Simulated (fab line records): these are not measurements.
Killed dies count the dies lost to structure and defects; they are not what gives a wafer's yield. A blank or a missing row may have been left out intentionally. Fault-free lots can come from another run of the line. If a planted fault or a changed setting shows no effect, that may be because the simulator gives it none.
2 desks, one fault ; flow sky130 ; every desk sees just its own numbers, and what lay behind them comes last

== AT THE METROLOGY DESK ==
What the gauges read, lot by lot, whatever tool the lot ran on: means of the sampled wafers that have a number. The brackets show how far a lot's mean lies from the usual mean; more than 4 standard deviations puts the lot out of limits, marked OUT.
Columns: A = CAP2M_CVD_00_THK at SKY_CAP2M_THK_MEAS_01, usual 15.48 nm; B = CAP2M_TIN_RS at SKY_CAP2M_RS_MEAS_03, usual 6.91 ohm/sq; C = CAP2M_TIN_THK at SKY_CAP2M_THK_MEAS_04, usual 201.8 nm; D = CAP2M_OVL at SKY_CAP2M_OVL_MEAS_12, usual -0.8 nm
lot;first seen here;A;B;C;D
L210;day 40 04:19;15.28;6.86;203.1;1.5
L216;day 42 06:56;15.34;7.00;198.7;-1.2
L222;day 43 12:32;15.63;6.87;202.7;-1.8
L223;day 43 19:54;15.42;6.92;201.6;1.0
L224;day 44 10:00;15.48;6.78;205.0;-0.6
L231;day 47 02:00;15.48;6.90;202.5;-0.3
Finding of this desk: none of the 6 lots has anything out of limits.

== TOOL OWNER'S DESK, rie_metal-01 ==
The tool's own readings at SKY_CAP2M_METAL_ETCH_13 (etches TiN in Cl2/BCl3, stops on SiO2, target depth 220 nm, time 62.9 s): means of the sampled wafers that have a number, for each lot that ran on this tool. The brackets show how far a lot's mean lies from the usual mean; more than 4 standard deviations puts the lot out of limits, marked OUT.
Columns: A = chamber_pressure_mTorr at SKY_CAP2M_METAL_ETCH_13, usual 10.000 mTorr; B = drypump_motor_current_A at SKY_CAP2M_METAL_ETCH_13, usual 5.5 A; C = oes_product_au at SKY_CAP2M_METAL_ETCH_13, usual 0.941 a.u.; D = throttle_valve_pct at SKY_CAP2M_METAL_ETCH_13, usual 21.903 %
lot;first seen here;A;B;C;D
L210;day 41 04:19;9.992;6.0;0.945;21.906
L222;day 44 11:07;11.997 (+99 or more) OUT;5.9;0.947;21.898
L223;day 44 18:02;12.009 (+99 or more) OUT;5.8;0.941;21.909
Finding of this desk: L222, L223 out of limits; the first was L222 at day 44 11:07, on chamber_pressure_mTorr at SKY_CAP2M_METAL_ETCH_13. In limits: L210.

== PUT TOGETHER ==
The tool owner's desk could have raised an alarm at day 44 11:07, on L222, L223.
Metrology desk: nothing out of limits seen.
The metrology desk holds a record of L222, L223, inside its limits.
SKY_CAP2M_METAL_ETCH_13 was run on rie_metal-01 by each of the lots named.

== WHAT THE SIMULATOR PUT IN ==
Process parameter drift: rie_metal-01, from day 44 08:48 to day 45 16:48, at SKY_CAP2M_METAL_ETCH_13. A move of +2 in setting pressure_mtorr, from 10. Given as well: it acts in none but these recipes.
Shown lots that were struck: L222, L223.
Hours from the fault's start to each desk's first reading out of limits: the tool owner's desk, 2.
